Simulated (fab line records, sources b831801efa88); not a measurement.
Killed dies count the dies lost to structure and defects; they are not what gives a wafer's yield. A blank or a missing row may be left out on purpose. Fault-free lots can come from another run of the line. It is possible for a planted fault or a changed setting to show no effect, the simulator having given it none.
fab line records | flow sky130 | part 1 of 2: steps 1 to 27 of 39
record lots=5 wafers=15 last-day=47
route steps=708 shown VIA3@583 METAL4@598 CAP2M@603
lots untouched by any fault: they come from a run of this same line in which no faults occurred
start-h: hours from the record's first day to the start of the lot's first wafer shown | wait-h: hours elapsed since this lot's preceding step | " identical to the entry in the row above | L1.1+2: a single row standing in for several wafers | - no value, or no start was given | * or withheld: withheld | < > ~ a bound
route shown NAME@n: a module of which the file shows steps, and the number in the route of the first | usual: mean/standard deviation of fault-free wafers | same: alike in all rows | chamber/n: place in a boat | sites: each site's reading | _std_site: standard deviation of those values | _edge_site: the outer-site mean with the inner-site mean subtracted | radius-mm: for every site, how far away it sits from the centre of the wafer | mask NAME#n: copy n | behind: the tool/chamber that last shaped the wafer | hold: cause of the lot's hold/its duration in hours/its outcome | device: which transistor (n, p or np) failed to switch | end of line: the tests these same wafers got at the end of their route | step lacking rows: just its recipe | killed: not the wafer's yield, but the dies lost to structure and defects at the first sort | map: a wafer's dies, marking killed ones x, the rest . and places with no die _
set.NAME: setting as actually run; set.NAME@STEP: the setting as run at that earlier step | model.NAME: the simulator's own value behind a step, which no gauge read
a table for each step, a row for each wafer; lots at some steps of the route
services: from which hour (start-h, from the record's first day; less than 0 if before it) a tool's chamber was out of use, for how many hours, and why
## steps
# step SKY_VIA3_PEB_10
# recipe peb-temp-c=withheld peb-time-s=withheld resist=KrF-thick
# columns lot.wafer tool chamber start-h wait-h
L077.1+4+6 litho-track-03 0 - -
L076.1+2+5 litho-track-04 0 - -
L078.1+5+6 litho-track-01 0 - -
L079.1+2+5 litho-track-04 0 - -
L082.1+2+5 litho-track-01 0 - -
# step SKY_VIA3_DEVELOP_11
# recipe develop-time-s=60 resist=KrF-thick dev-temp-c=21
# columns lot.wafer tool chamber start-h wait-h
L077.1+4+6 litho-track-03 0 - -
L076.1+2+5 litho-track-04 0 - -
L078.1+5+6 litho-track-01 0 - -
L079.1+2+5 litho-track-04 0 - -
L082.1+2+5 litho-track-01 0 - -
# step SKY_VIA3_CD_MEAS_12
# recipe target-cd-nm=200
# usual cd-nm=200.4/1.2
# columns lot.wafer tool chamber start-h wait-h cd-nm
L077.1 cd-sem-01 - 975.43 - 201.0
L077.4 " - " " 202.7
L077.6 " - " " 201.0
L076.1 cd-sem-01 - 976.30 - 198.7
L076.2 " - " " 198.3
L076.5 " - " " 197.4
L078.1 cd-sem-01 - 976.80 - 199.3
L078.5 " - " " 200.3
L078.6 " - " " 200.3
L079.1 cd-sem-01 - 981.35 - 200.2
L079.2 " - " " 201.9
L079.5 " - " " 200.2
L082.1 cd-sem-01 - 993.40 - 199.1
L082.2 " - " " 200.7
L082.5 " - " " 200.7
# step SKY_VIA3_OVL_MEAS_13
# usual VIA3_OVL=-1/5.8
# columns lot.wafer tool chamber start-h wait-h VIA3_OVL[nm]
L077.1 overlay-01 - 975.55 0.1 7
L077.4 " - " " -2
L077.6 " - " " 2
L076.1 overlay-01 - 976.42 0.1 2
L076.2 " - " " -3
L076.5 " - " " 7
L078.1 overlay-01 - 976.92 0.1 0
L078.5 " - " " 11
L078.6 " - " " 4
L079.1 overlay-02 - 981.47 0.1 4
L079.2 " - " " -3
L079.5 " - " " -3
L082.1 overlay-01 - 993.52 0.1 -10
L082.2 " - " " 5
L082.5 " - " " -11
# step SKY_VIA3_ETCH_14
# recipe chemistry=N2/H2 target=BARC ion-energy-ev=200 source-w=500 bias-w=100 pressure-mtorr=30 n2-flow-sccm=100 h2-flow-sccm=200 stop-on=SiO2 time-s=45.9 target-depth-a=600
# usual bias-w=99.9/0.33 drypump-motor-current-A=5.7/0.36 oes-product-au=0.855/0.0051 throttle-valve-pct=13.223/0.0085
# columns lot.wafer tool chamber start-h wait-h bias-w drypump-motor-current-A oes-product-au rf-hours-counter-h throttle-valve-pct
L077.1 rie-diel-02 0 975.59 0.0 99.7 5.7 0.859 26 13.224
L077.4 " 2 " " 100.6 5.7 0.861 17 13.214
L077.6 " 0 " " 99.9 5.6 0.856 - 13.230
L076.1 rie-diel-01 3 976.45 0.0 99.4 6.4 0.850 19 13.231
L076.2 " 2 " " 99.7 5.2 0.850 5 13.223
L076.5 " 3 " " 100.3 6.4 0.845 - 13.234
L078.1 rie-diel-02 0 976.96 0.0 99.7 5.7 0.867 26 13.213
L078.5 " 3 " " 100.1 5.3 0.857 - 13.222
L078.6 " 2 " " 99.4 5.7 0.861 - 13.226
L079.1 rie-diel-03 2 981.50 0.0 99.8 6.0 0.849 10 13.223
L079.2 " 1 " " 100.0 5.3 0.854 2 13.220
L079.5 " 1 " " 99.6 5.3 0.854 - 13.227
L082.1 rie-diel-01 3 993.56 0.0 99.5 6.4 0.855 20 13.227
L082.2 " 1 " " 99.9 5.7 0.861 28 13.218
L082.5 " 3 " " 100.0 6.4 0.849 - 13.227
# step SKY_VIA3_ETCH_15
# recipe target=SiO2 chemistry=C4F8/O2/Ar target-depth-nm=507 stop-on=TiN mask-material=KrF-thick source-w=1500 bias-w=1200 pressure-mtorr=40 c4f8-flow-sccm=withheld O2_flow_sccm=6 Ar_flow_sccm=300 time-s=78
# usual bias-w=1200/3.9 oes-product-au=0.946/0.0046
# columns lot.wafer tool chamber start-h wait-h bias-w oes-product-au rf-hours-counter-h
L077.1 rie-diel-02 0 975.63 0.0 1195 0.940 26
L077.4 " 2 " " 1207 0.946 17
L077.6 " 0 " " 1199 0.942 -
L076.1 rie-diel-01 3 976.49 0.0 1205 0.942 19
L076.2 " 2 " " 1198 0.950 5
L076.5 " 3 " " 1199 0.942 -
L078.1 rie-diel-02 0 977.00 0.0 1202 0.947 26
L078.5 " 3 " " 1201 0.945 -
L078.6 " 2 " " 1199 0.953 -
L079.1 rie-diel-03 2 981.56 0.0 1199 0.938 10
L079.2 " 1 " " 1196 0.944 2
L079.5 " 1 " " 1199 0.942 -
L082.1 rie-diel-01 3 993.60 0.0 1198 0.948 20
L082.2 " 1 " " 1198 0.949 28
L082.5 " 3 " " 1202 0.957 -
# step SKY_VIA3_STRIP_16
# recipe chemistry=O2/N2 power-w=1400 pressure-mtorr=1500 platen-temp-c=withheld o2-flow-sccm=3000 n2-flow-sccm=300 overash-fraction=0.5
# usual drypump-motor-current-A=5.7/0.56 oes-product-au=0.402/0.0047 strip-time-to-endpoint-s=4.134/0.024
# columns lot.wafer tool chamber start-h wait-h drypump-motor-current-A oes-product-au rf-hours-counter-h strip-time-to-endpoint-s
L077.1 plasma-asher-02 0 975.69 0.0 5.1 0.407 81 4.067
L077.4 " 1 " " 5.7 0.407 - 4.134
L077.6 " 0 " " 5.1 0.397 - 4.071
L076.1 plasma-asher-04 0 976.55 0.0 6.4 0.403 116 4.182
L076.2 " 1 " " 5.5 0.412 116 4.185
L076.5 " 0 " " 6.4 0.409 - 4.161
L078.1 plasma-asher-01 0 977.06 0.0 5.0 0.406 52 4.106
L078.5 " 0 " " 4.9 0.408 - 4.122
L078.6 " 1 " " 6.4 0.403 - 4.118
L079.1 plasma-asher-01 1 981.65 0.1 6.4 0.408 53 4.132
L079.2 " 0 " " 5.0 0.407 53 4.158
L079.5 " 1 " " 6.3 0.407 - 4.185
L082.1 plasma-asher-04 1 993.66 0.0 5.5 0.404 118 4.153
L082.2 " 0 " " 6.4 0.401 118 4.098
L082.5 " 0 " " 6.4 0.400 - 4.174
# step SKY_VIA3_STRIP_17
# recipe chemistry=post-etch-residue-remover time-s=1200 temp-c=72.5
# columns lot.wafer tool chamber start-h wait-h
L077.1+4+6 wet-bench-04 3 975.79 0.1
L076.1+2+5 wet-bench-02 2 976.65 0.1
L078.1+5+6 wet-bench-03 1 977.16 0.1
L079.1+2+5 wet-bench-04 2 981.75 0.1
L082.1+2+5 wet-bench-02 3 993.76 0.1
# step SKY_VIA3_CLEAN_18
# recipe chemistry=IPA time-s=180 temp-c=25
# columns lot.wafer tool chamber start-h wait-h
L077.1+4+6 wet-bench-02 0 976.13 0.0
L076.1+2+5 wet-bench-04 3 977.34 0.0
L078.1+5+6 wet-bench-04 2 977.53 0.0
L079.1+2+5 wet-bench-02 1 982.10 0.0
L082.1+2+5 wet-bench-04 3 994.10 0.0
# step SKY_VIA3_CLEAN_19
# recipe chemistry=O3/DIW dry=n2-spin
# columns lot.wafer tool chamber start-h wait-h
L077.1+4+6 wet-bench-04 3 976.25 0.0
L076.1+2+5 wet-bench-02 2 977.40 0.0
L078.1+5+6 wet-bench-03 1 977.59 0.0
L079.1+2+5 wet-bench-03 2 982.15 0.0
L082.1+2+5 wet-bench-02 2 994.16 0.0
# step SKY_VIA3_SPUTTER_20
# recipe material=TiN target-thk-nm=20 chamber-pressure-pa=5 power-w=4000 time-s=80
# usual throttle-valve-pct=30.1/0.96
# columns lot.wafer tool chamber start-h wait-h throttle-valve-pct
L077.1 pvd-sputter-04 - 976.34 0.0 31.3
L077.4 " - " " 30.0
L077.6 " - " " 31.4
L076.1 pvd-sputter-04 - 977.58 0.0 29.8
L076.2 " - " " 31.4
L076.5 " - " " 31.3
L078.1 pvd-sputter-01 - 977.69 0.0 30.5
L078.5 " - " " 28.1
L078.6 " - " " 30.1
L079.1 pvd-sputter-04 - 982.25 0.0 29.8
L079.2 " - " " 31.1
L079.5 " - " " 31.2
L082.1 pvd-sputter-04 - 994.25 0.0 30.4
L082.2 " - " " 29.8
L082.5 " - " " 30.5
# step SKY_VIA3_CVD_21
# recipe material=W target-thk-nm=390 time-s=117.31 temp-c=400 pressure-torr=40
# usual heater-power-w=838/95 susceptor-temp-C=400.01/0.23
# columns lot.wafer tool chamber start-h wait-h heater-power-w susceptor-temp-C
L077.1 cvd-w-02 1 976.40 0.0 773 399.78
L077.4 " 0 " " 925 400.10
L077.6 " 1 " " 787 399.85
L076.1 cvd-w-02 0 977.64 0.0 947 400.03
L076.2 " 1 " " 766 400.14
L076.5 " 1 " " 781 400.31
L078.1 cvd-w-01 1 977.75 0.0 704 399.91
L078.5 " 1 " " 725 399.62
L078.6 " 0 " " 910 400.02
L079.1 cvd-w-02 0 982.31 0.0 954 400.07
L079.2 " 1 " " 793 400.09
L079.5 " 0 " " 953 400.06
L082.1 cvd-w-02 1 994.31 0.0 767 400.12
L082.2 " 0 " " 921 400.19
L082.5 " 1 " " 769 399.95
# step SKY_VIA3_RS_MEAS_22
# recipe thk-meas-gauge=four-point-probe reads=W_of_VIA3_CVD_21+TiN_of_VIA3_SPUTTER_20
# usual VIA3_W_RS=0.294/0.0063
# columns lot.wafer tool chamber start-h wait-h VIA3_W_RS[ohm/sq]
L077.1 film-metro-03 - 976.53 0.1 0.278
L077.4 " - " " 0.293
L077.6 " - " " 0.280
L076.1 film-metro-01 - 977.76 0.1 0.292
L076.2 " - " " 0.284
L076.5 " - " " 0.280
L078.1 film-metro-02 - 977.87 0.1 0.300
L078.5 " - " " 0.304
L078.6 " - " " 0.301
L079.1 film-metro-03 - 982.43 0.1 0.289
L079.2 " - " " 0.280
L079.5 " - " " 0.291
L082.1 film-metro-01 - 994.43 0.1 0.285
L082.2 " - " " 0.295
L082.5 " - " " 0.277
# step SKY_VIA3_THK_MEAS_23
# recipe thk-meas-gauge=xrf reads=W_of_VIA3_CVD_21
# usual VIA3_W_THK=378/10
# columns lot.wafer tool chamber start-h wait-h VIA3_W_THK[nm]
L077.1 film-metro-03 - 976.65 0.1 394
L077.4 " - " " 377
L077.6 " - " " 394
L076.1 film-metro-01 - 977.88 0.1 386
L076.2 " - " " 397
L076.5 " - " " 400
L078.1 film-metro-02 - 977.99 0.1 375
L078.5 " - " " 370
L078.6 " - " " 373
L079.1 film-metro-03 - 982.55 0.1 381
L079.2 " - " " 393
L079.5 " - " " 376
L082.1 film-metro-01 - 994.55 0.1 396
L082.2 " - " " 382
L082.5 " - " " 407
# step SKY_VIA3_CMP_24
# recipe stop-on=SiO2 t-overpolish-s=20 down-force-psi=3.5 platen-rpm=60 target-thk-nm=0 pad-velocity-m-s=0.94248
# usual motor-current-A=11.2/1.3 overpolish-run-s=19.998/0.0092 time-to-endpoint-s=96/3.4
# columns lot.wafer tool chamber start-h wait-h motor-current-A overpolish-run-s time-to-endpoint-s
L077.4 cmp-01 2 976.71 0.0 12.6 20.009 95
L077.1 " 3 " " 13.7 20.010 102
L077.6 " 2 " " 13.2 19.986 100
L076.1 cmp-01 3 977.99 0.1 13.0 20.003 98
L076.2 " 1 " " 13.1 19.974 97
L076.5 " 3 " " 13.7 20.014 103
L078.1 cmp-02 2 978.17 0.2 10.5 19.990 97
L078.5 " 0 " " 9.7 19.990 88
L078.6 " 1 " " 11.2 20.010 96
L079.2 cmp-02 0 982.61 0.0 9.5 20.004 96
L079.1 " 3 " " 10.6 19.988 95
L079.5 " 1 " " 11.4 20.011 95
L082.2 cmp-02 2 994.66 0.1 10.8 19.995 94
L082.1 " 0 " " 9.7 19.986 93
L082.5 " 2 " " 10.9 19.992 104
# step SKY_METAL4_SPUTTER_00
# recipe material=Ti target-thk-nm=15 power-w=3000 time-s=10 chamber-pressure-pa=0.4
# usual throttle-valve-pct=30.0/1.2
# columns lot.wafer tool chamber start-h wait-h throttle-valve-pct
L077.1 pvd-sputter-03 - 977.01 0.2 30.6
L077.4 " - " " 27.7
L077.6 " - " " 28.9
L076.1 pvd-sputter-04 - 978.24 0.2 29.7
L076.2 " - " " 31.7
L076.5 " - " " 31.4
L078.1 pvd-sputter-02 - 978.37 0.1 28.6
L078.5 " - " " 28.6
L078.6 " - " " 30.1
L079.1 pvd-sputter-03 - 982.91 0.1 28.5
L079.2 " - " " 28.2
L079.5 " - " " 28.5
L082.1 pvd-sputter-04 - 994.91 0.1 29.8
L082.2 " - " " 31.3
L082.5 " - " " 30.8
# step SKY_METAL4_SPUTTER_01
# recipe material=TiN target-thk-nm=20 power-w=6500 time-s=16.7 chamber-pressure-pa=0.4
# usual throttle-valve-pct=30.1/1.2
# columns lot.wafer tool chamber start-h wait-h throttle-valve-pct
L077.1 pvd-sputter-03 - 977.03 0.0 30.9
L077.4 " - " " 27.8
L077.6 " - " " 28.6
L076.1 pvd-sputter-04 - 978.26 0.0 29.6
L076.2 " - " " 31.7
L076.5 " - " " 31.4
L078.1 pvd-sputter-02 - 978.39 0.0 28.9
L078.5 " - " " 28.7
L078.6 " - " " 30.4
L079.1 pvd-sputter-03 - 982.93 0.0 28.6
L079.2 " - " " 27.8
L079.5 " - " " 28.5
L082.1 pvd-sputter-04 - 994.94 0.0 30.2
L082.2 " - " " 31.4
L082.5 " - " " 31.1
# step SKY_METAL4_SPUTTER_02
# recipe material=AlCu target-thk-nm=735 power-w=10600 time-s=39.1 chamber-pressure-pa=0.4
# usual throttle-valve-pct=30.0/1.1
# columns lot.wafer tool chamber start-h wait-h throttle-valve-pct
L077.1 pvd-sputter-03 - 977.05 0.0 30.6
L077.4 " - " " 28.0
L077.6 " - " " 28.5
L076.1 pvd-sputter-04 - 978.29 0.0 30.0
L076.2 " - " " 31.4
L076.5 " - " " 31.2
L078.1 pvd-sputter-02 - 978.42 0.0 28.8
L078.5 " - " " 29.0
L078.6 " - " " 30.1
L079.1 pvd-sputter-03 - 982.96 0.0 28.3
L079.2 " - " " 28.1
L079.5 " - " " 28.6
L082.1 pvd-sputter-04 - 994.96 0.0 29.7
L082.2 " - " " 31.6
L082.5 " - " " 31.0
# step SKY_METAL4_SPUTTER_03
# recipe material=Ti target-thk-nm=5 power-w=3000 time-s=3.3 chamber-pressure-pa=0.4
# usual throttle-valve-pct=30.0/1.2
# columns lot.wafer tool chamber start-h wait-h throttle-valve-pct
L077.1 pvd-sputter-03 - 977.09 0.0 30.7
L077.4 " - " " 27.8
L077.6 " - " " 28.6
L076.1 pvd-sputter-04 - 978.33 0.0 29.9
L076.2 " - " " 31.1
L076.5 " - " " 31.4
L078.1 pvd-sputter-02 - 978.45 0.0 28.5
L078.5 " - " " 28.7
L078.6 " - " " 30.4
L079.1 pvd-sputter-03 - 983.00 0.0 28.4
L079.2 " - " " 28.0
L079.5 " - " " 28.4
L082.1 pvd-sputter-04 - 995.00 0.0 29.8
L082.2 " - " " 31.7
L082.5 " - " " 31.2
# step SKY_METAL4_SPUTTER_04
# recipe material=TiN target-thk-nm=70 power-w=6500 time-s=58.3 chamber-pressure-pa=0.4
# usual throttle-valve-pct=30.0/1.2
# columns lot.wafer tool chamber start-h wait-h throttle-valve-pct
L077.1 pvd-sputter-03 - 977.11 0.0 30.5
L077.4 " - " " 28.0
L077.6 " - " " 28.5
L076.1 pvd-sputter-04 - 978.35 0.0 29.9
L076.2 " - " " 31.1
L076.5 " - " " 31.4
L078.1 pvd-sputter-02 - 978.47 0.0 28.8
L078.5 " - " " 29.2
L078.6 " - " " 30.4
L079.1 pvd-sputter-03 - 983.02 0.0 28.4
L079.2 " - " " 27.9
L079.5 " - " " 28.6
L082.1 pvd-sputter-04 - 995.02 0.0 30.0
L082.2 " - " " 31.3
L082.5 " - " " 30.9
# step SKY_CAP2M_CVD_00
# recipe material=SiO2 target-thk-nm=15.5 temp-c=400 time-s=withheld rf-w=450
# usual heater-power-w=722/87 susceptor-temp-C=400.00/0.2
# columns lot.wafer tool chamber start-h wait-h heater-power-w susceptor-temp-C
L077.1 pecvd-02 2 977.16 0.0 776 400.08
L077.4 " 1 " " 658 399.56
L077.6 " 0 " " 531 400.08
L076.1 pecvd-03 2 978.40 0.0 843 399.98
L076.2 " 1 " " 648 399.61
L076.5 " 0 " " 644 400.04
L078.1 pecvd-01 0 978.52 0.0 689 400.05
L078.5 " 0 " " 674 400.00
L078.6 " 1 " " 778 400.04
L079.1 pecvd-01 1 983.06 0.0 748 399.92
L079.2 " 0 " " 743 399.89
L079.5 " 2 " " 911 400.45
L082.1 pecvd-01 1 995.07 0.0 805 399.86
L082.2 " 0 " " 694 400.12
L082.5 " 1 " " 799 399.85
# step SKY_CAP2M_THK_MEAS_01
# recipe reads=SiO2_of_CAP2M_CVD_00
# usual CAP2M_CVD_00_THK=15.47/0.21
# columns lot.wafer tool chamber start-h wait-h CAP2M_CVD_00_THK[nm]
L077.1 film-metro-04 - 977.18 - 15.37
L077.4 " - " " 15.89
L077.6 " - " " 15.78
L076.1 film-metro-02 - 978.42 - 15.45
L076.2 " - " " 15.13
L076.5 " - " " 15.32
L078.1 film-metro-04 - 978.54 - 15.55
L078.5 " - " " 15.54
L078.6 " - " " 15.64
L079.1 film-metro-04 - 983.09 - 14.88
L079.2 " - " " 15.11
L079.5 " - " " 15.22
L082.1 film-metro-04 - 995.09 - 15.44
L082.2 " - " " 15.69
L082.5 " - " " 15.68
# step SKY_CAP2M_SPUTTER_02
# recipe material=TiN target-thk-nm=200 temp-c=300 power-w=6500 time-s=166.7 chamber-pressure-pa=0.4
# usual susceptor-temp-C=299.99/0.18 throttle-valve-pct=29.7/1
# columns lot.wafer tool chamber start-h wait-h susceptor-temp-C throttle-valve-pct
L077.1 pvd-sputter-01 - 977.24 0.1 299.80 30.0
L077.4 " - " " 300.30 29.4
L077.6 " - " " 300.11 30.5
L076.1 pvd-sputter-01 - 978.48 0.1 300.13 29.7
L076.2 " - " " 299.97 28.0
L076.5 " - " " 300.06 30.5
L078.1 pvd-sputter-03 - 978.60 0.1 299.98 28.6
L078.5 " - " " 299.99 30.7
L078.6 " - " " 300.12 28.6
L079.1 pvd-sputter-04 - 983.15 0.1 300.00 31.2
L079.2 " - " " 299.96 31.4
L079.5 " - " " 300.09 31.3
L082.1 pvd-sputter-03 - 995.15 0.1 299.82 30.6
L082.2 " - " " 299.69 27.6
L082.5 " - " " 300.04 28.5
# step SKY_CAP2M_RS_MEAS_03
# recipe thk-meas-gauge=four-point-probe reads=TiN_of_CAP2M_SPUTTER_02
# usual CAP2M_TIN_RS=6.89/0.065
# columns lot.wafer tool chamber start-h wait-h CAP2M_TIN_RS[ohm/sq]
L077.1 film-metro-03 - 977.35 0.1 6.90
L077.4 " - " " 6.88
L077.6 " - " " 6.84
L076.1 film-metro-02 - 978.59 0.1 6.87
L076.2 " - " " 6.83
L076.5 " - " " 6.81
L078.1 film-metro-04 - 978.71 0.1 6.86
L078.5 " - " " 6.79
L078.6 " - " " 6.78
L079.1 film-metro-03 - 983.26 0.1 6.83
L079.2 " - " " 6.85
L079.5 " - " " 6.79
L082.1 film-metro-02 - 995.26 0.1 6.87
L082.2 " - " " 6.90
L082.5 " - " " 6.93
# step SKY_CAP2M_THK_MEAS_04
# recipe thk-meas-gauge=xrf reads=TiN_of_CAP2M_SPUTTER_02
# usual CAP2M_TIN_THK=198.9/2.1
# columns lot.wafer tool chamber start-h wait-h CAP2M_TIN_THK[nm]
L077.1 film-metro-03 - 977.47 0.1 198.9
L077.4 " - " " 198.2
L077.6 " - " " 201.2
L076.1 film-metro-02 - 978.71 0.1 199.6
L076.2 " - " " 201.0
L076.5 " - " " 201.9
L078.1 film-metro-04 - 978.83 0.1 199.9
L078.5 " - " " 201.5
L078.6 " - " " 201.7
L079.1 film-metro-03 - 983.38 0.1 200.1
L079.2 " - " " 199.7
L079.5 " - " " 200.6
L082.1 film-metro-02 - 995.38 0.1 200.0
L082.2 " - " " 198.6
L082.5 " - " " 197.9
# step SKY_CAP2M_DEHYDRATE_05
# recipe temp-c=200 time-s=60
# columns lot.wafer tool chamber start-h wait-h
L077.1+4+6 litho-track-03 0 988.63 11.2
L076.1+2+5 litho-track-02 0 989.62 10.9
L078.1+5+6 litho-track-01 0 990.10 11.3
L079.1+2+5 litho-track-01 0 994.05 10.7
L082.1+2+5 litho-track-02 0 1005.87 10.5
# step SKY_CAP2M_HMDS_06
# recipe prime-time-s=60 prime-temp-c=120
# columns lot.wafer tool chamber start-h wait-h
L077.1+4+6 litho-track-03 0 988.78 0.1
L076.1+2+5 litho-track-02 0 989.77 0.1
L078.1+5+6 litho-track-01 0 990.25 0.1
L079.1+2+5 litho-track-01 0 994.20 0.1
L082.1+2+5 litho-track-02 0 1006.02 0.1
